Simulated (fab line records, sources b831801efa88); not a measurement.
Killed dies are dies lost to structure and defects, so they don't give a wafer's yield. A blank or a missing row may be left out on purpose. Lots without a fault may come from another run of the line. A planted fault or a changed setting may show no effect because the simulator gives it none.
One fault seen from 2 desks | flow sky130 | each desk has only its own numbers; what lay behind them comes last

THE TOOL OWNER'S DESK: rie_diel-02
The tool's own readings at SKY_FIELD_ISO_ETCH_14 (etches BARC in N2/H2, stops on SiO2, time 45.9 s, target depth 60 nm): means of the sampled wafers that have a number, for each lot that ran on this tool. A lot is out of limits, marked OUT, if its mean lies more than 4 standard deviations from the usual mean; the brackets give that distance.
Columns: A = drypump_motor_current_A at SKY_FIELD_ISO_ETCH_14, usual 5.9 A; B = h2_flow_sccm at SKY_FIELD_ISO_ETCH_14, usual 199.9 sccm; C = oes_product_au at SKY_FIELD_ISO_ETCH_14, usual 0.854 a.u.; D = rf_fwd_power_W at SKY_FIELD_ISO_ETCH_14, usual 495.0 W; E = run_length_s at SKY_FIELD_ISO_ETCH_14, usual 74.1 s; F = throttle_valve_pct at SKY_FIELD_ISO_ETCH_14, usual 13.225 %
lot  | first seen here | A   | B     | C               | D     | E              | F
L900 | day 2 20:11     | 6.4 | 200.3 | 0.861           | 495.2 | 73.9           | 13.228
L902 | day 3 08:58     | 5.4 | 200.0 | 1.001 (+31) OUT | -     | 52.4 (-56) OUT | 13.239
L904 | day 3 22:05     | 5.8 | 199.6 | 0.999 (+30) OUT | -     | 52.5 (-55) OUT | 13.243
L916 | day 6 09:37     | 6.2 | 200.1 | 0.854           | 495.3 | 74.2           | 13.219
This desk's finding: out of limits on L902, L904; first on L902, day 3 08:58 (oes_product_au at SKY_FIELD_ISO_ETCH_14). In limits: L900, L916.

THE METROLOGY DESK
What the gauges read, lot by lot, whatever tool the lot ran on: means of the sampled wafers that have a number. A lot is out of limits, marked OUT, if its mean lies more than 4 standard deviations from the usual mean; the brackets give that distance.
Columns: A = INCOMING_BOW at SKY_FIELD_ISO_BOW_MEAS_00, usual -1 um; B = FIELD_ISO_OXIDATION_00_THK at SKY_FIELD_ISO_THK_MEAS_02, usual 11.89 nm; C = PWDE_OVL at SKY_PWDE_OVL_MEAS_07, usual 0.5 nm
lot  | first seen here | A  | B     | C
L897 | day 1 10:00     | 0  | 11.75 | 0.0
L899 | day 1 20:01     | 3  | 11.88 | -0.1
L900 | day 2 01:04     | 1  | 12.05 | 1.1
L902 | day 2 11:00     | 2  | 11.78 | -
L904 | day 2 21:02     | -3 | 11.81 | -
L907 | day 3 12:00     | 6  | 11.87 | 0.3
L909 | day 3 22:01     | 2  | 11.85 | 0.5
L913 | day 4 18:00     | 3  | 11.55 | 0.8
L914 | day 4 23:02     | 3  | 12.08 | -0.0
L916 | day 5 09:00     | -1 | 11.58 | 1.6
L917 | day 5 14:00     | 6  | 12.27 | -1.6
L918 | day 5 19:00     | -2 | 11.97 | 1.6
L919 | day 6 00:01     | 0  | 11.97 | 2.6
L920 | day 6 05:02     | -9 | 11.68 | -0.2
This desk's finding: nothing out of limits on any of the 14 lots.

PUT TOGETHER
The tool owner's desk could have raised an alarm at day 3 08:58, on L902, L904.
The metrology desk saw nothing out of limits.
The metrology desk has L902, L904 on record, within its limits.
Of the lots named, all ran SKY_FIELD_ISO_ETCH_14 on rie_diel-02.

WHAT THE SIMULATOR HAD PUT IN
Process parameter drift: rie_diel-02, from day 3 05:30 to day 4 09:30, at SKY_FIELD_ISO_ETCH_14. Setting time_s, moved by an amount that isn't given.
Lots struck among those shown: L902, L904.
Hours from the fault's start to each desk's first reading out of limits: the tool owner's desk, 3.
